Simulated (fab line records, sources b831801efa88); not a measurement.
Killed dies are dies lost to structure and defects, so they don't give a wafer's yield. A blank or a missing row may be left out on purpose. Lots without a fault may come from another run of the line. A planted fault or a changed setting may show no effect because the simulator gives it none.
Which tool did it? | flow gf180mcu | 6 lots, 17 wafers sampled, at 1 step of a route of 602

WHAT THE GAUGES READ, wafer by wafer
GF_V1_THK_MEAS_25: measures by xrf.
lot  | measured     | on            | V1_W_THK (nm)
L119 | day 18 21:16 | film_metro-02 | 353 350 348
L121 | day 19 15:02 | film_metro-02 | 355 359 351
L126 | day 21 16:57 | film_metro-02 | 365 355
L135 | day 24 12:00 | film_metro-01 | 355 355 353
L137 | day 25 03:44 | film_metro-01 | 353 352 351
L139 | day 25 19:04 | film_metro-02 | 351 354 348

WHICH TOOL RAN EACH LOT (tool, then ch and the chambers of the sampled wafers, then the start)
The record holds no process step before these readings.

THE ANSWER, worked out from the rows above alone
Rule: what is usual is taken from the lots themselves. Put in order of their means at a reading, lots are off if they are a third of the lots or fewer, leave a main group of 4 or more, and stand apart from it by a gap of 3 or more times the standard deviation of the main group's means; of several such gaps the widest counts. A main group whose means are all the same, to the digits that the tables above print for the reading, isn't used. A lot without any number at a reading at which 4 lots or more have one is off too. The other lots that the step has rows for count as sound.
No lot is off at any reading shown: from this, nothing can be told.

WHAT THE SIMULATOR HAD PUT IN
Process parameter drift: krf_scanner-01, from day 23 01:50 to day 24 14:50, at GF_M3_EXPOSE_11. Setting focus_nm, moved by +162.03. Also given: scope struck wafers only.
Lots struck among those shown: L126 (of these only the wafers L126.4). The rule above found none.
